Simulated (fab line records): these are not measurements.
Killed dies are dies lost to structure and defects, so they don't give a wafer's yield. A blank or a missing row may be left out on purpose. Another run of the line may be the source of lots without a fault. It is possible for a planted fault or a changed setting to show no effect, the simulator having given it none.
A struck lot beside a sound one :: flow sky130 :: 18 steps out of a route of 708
Sound: the wafers L838.2, L838.4, L838.6. The struck wafers were L840.1, L840.2, L840.5. At the end, the cause is stated.
For every step that has rows: the tool of each side, followed by ch and its chambers, followed by its first start. Under that, the readings that differ: sound wafers :: struck wafers :: difference of the means :: sigmas: that difference in standard deviations of wafers without a fault.
alike: readings whose means differ by less than 2 such deviations, and words and numbers that are the same on both sides. not compared: withheld readings, readings that some wafer has no value for, bounds like >300 that may hide the same value, and numbers for which the record gives no deviation and whose values overlap.
A row with sigmas, a row that says differs or no value, or rows on one side alone: a step with any of these is where the two part. Numbers that don't overlap but have no deviation are shown without sigmas and don't part them. Lack of a reading on every wafer of one side parts them only where that side has two or more wafers.

first, 3 steps without rows for these wafers: SKY_SONOS_ONO_WET_ETCH_18 (etches Si3N4 in H3PO4, target depth 15 nm, time 172 s); SKY_GATE_OXIDE_CLEAN_00 (cleans in SC1/SC2, time 150 s); SKY_GATE_OXIDE_OXIDATION_01 (stabilise 600 s, purge 300 s, target thk 10.268 nm).
SKY_GATE_OXIDE_THK_MEAS_02:
  struck on film-metro-03, day 17 08:11; sound on film-metro-03, day 16 13:23
  alike: GATE_OXIDE_OXIDATION_00_THK
then, 7 steps without rows for these wafers: SKY_GATE_OXIDE_DEHYDRATE_03 (time 60 s); SKY_GATE_OXIDE_HMDS_04 (prime time 60 s); SKY_GATE_OXIDE_COAT_05 (resist thk 1140 nm); SKY_GATE_OXIDE_SOFTBAKE_06 (time 60 s); SKY_GATE_OXIDE_EXPOSE_07 (exposes mask LVOM, target cd 600 nm); SKY_GATE_OXIDE_PEB_08; SKY_GATE_OXIDE_DEVELOP_09 (develop time 60 s).
SKY_GATE_OXIDE_OVL_MEAS_10:
  struck on overlay-01, day 18 13:06; sound on overlay-01, day 17 18:34
  alike: GATE_OXIDE_OVL
SKY_GATE_OXIDE_IMPLANT_11:
  sound on implanter-03 ch 0, day 17 18:37; struck on implanter-04 ch 0, day 18 13:08
reading: dose-ions-cm2
sound: 2.6035e+12 2.6019e+12 2.6037e+12
struck: 2.0333e+12 2.0325e+12 2.0339e+12
difference: -5.6980e+11
sigmas: -99 or more

reading: faraday-current-uA
sound: 14.28 14.69 14.65
struck: 11.34 11.44 11.53
difference: -3.10
sigmas: -11
then, 1 step without rows for these wafers: SKY_GATE_OXIDE_WET_ETCH_12 (etches SiO2 in dHF, target depth 16.8 nm, time 336 s).
SKY_GATE_OXIDE_STRIP_13: strips in O2/N2.
  sound on plasma-asher-04 ch 0,1, day 17 18:51; struck on plasma-asher-04 ch 0,1, day 18 13:23
  alike: drypump-motor-current-A, oes-product-au, strip-time-to-endpoint-s
  not compared: rf-hours-counter-h
SKY_GATE_OXIDE_TW_MEAS_14:
  struck on film-metro-03, day 18 13:29; sound on film-metro-03, day 17 18:58
reading: GATE_OXIDE_TW
sound: 226.2 225.6 225.9
struck: 210.1 210.2 209.4
difference: -16.0
sigmas: -15
then, 1 step without rows for these wafers: SKY_GATE_OXIDE_CLEAN_15 (cleans in SC1/SC2, time 150 s).
-- a jump in the record: the struck wafers' starts before and after are 30 days apart (it breaks off in module GATE_OXIDE and resumes in module PAD_OPEN, where the first step shown is number 708 of the route) --
SKY_PAD_OPEN_PROBE_99:
  struck on prober-01, day 48 23:26; sound on prober-01, day 48 16:49
reading: model.etest.tip-p.rs-ohm-sq
sound: 6846 6860 6825
struck: 7138 7117 7074
difference: +266
sigmas: 

reading: model.etest.pfet_01v8.r-on-ohm-um
sound: 2959 2942 3022
struck: 3081 3067 3060
difference: +95
sigmas: 

reading: model.etest.nfet_01v8_lvt.drive-ua-um
sound: 584.7 586.3 571.3
struck: 598.7 608.8 609
difference: +24.7
sigmas: 

reading: model.etest.nfet_01v8.drive-ua-um
sound: 514.7 514.1 503.7
struck: 527.8 533.2 528.7
difference: +19.1
sigmas: 

reading: model.etest.nfet_01v8_turned.drive-ua-um
sound: 511.2 515.1 500.1
struck: 527.9 531.5 528.9
difference: +20.6
sigmas: 

reading: model.etest.nfet_01v8_swapped.drive-ua-um
sound: 518.5 512.9 500.8
struck: 524.9 526.7 531
difference: +16.8
sigmas: 

reading: model.etest.nfet_01v8.r-on-ohm-um
sound: 836.5 823.6 846.1
struck: 823.1 810.2 810.8
difference: -20.7
sigmas: 
  alike: killed_at_M0_to_M3, killed_at_M4_up, killed-at-contacts, killed-at-front-end, killed-at-other, killed-dies, killed-open, killed-short
  not compared: model.etest.sram-nfet-pass.drive-ua-um

WHERE THEY PART
First at SKY_GATE_OXIDE_IMPLANT_11; last, within this record, at SKY_GATE_OXIDE_TW_MEAS_14. Later steps at which nothing parts them and some readings are alike: SKY_PAD_OPEN_PROBE_99.

WHY: whatever the simulator had introduced
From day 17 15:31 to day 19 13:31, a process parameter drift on implanter-04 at SKY_GATE_OXIDE_IMPLANT_11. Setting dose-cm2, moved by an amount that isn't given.
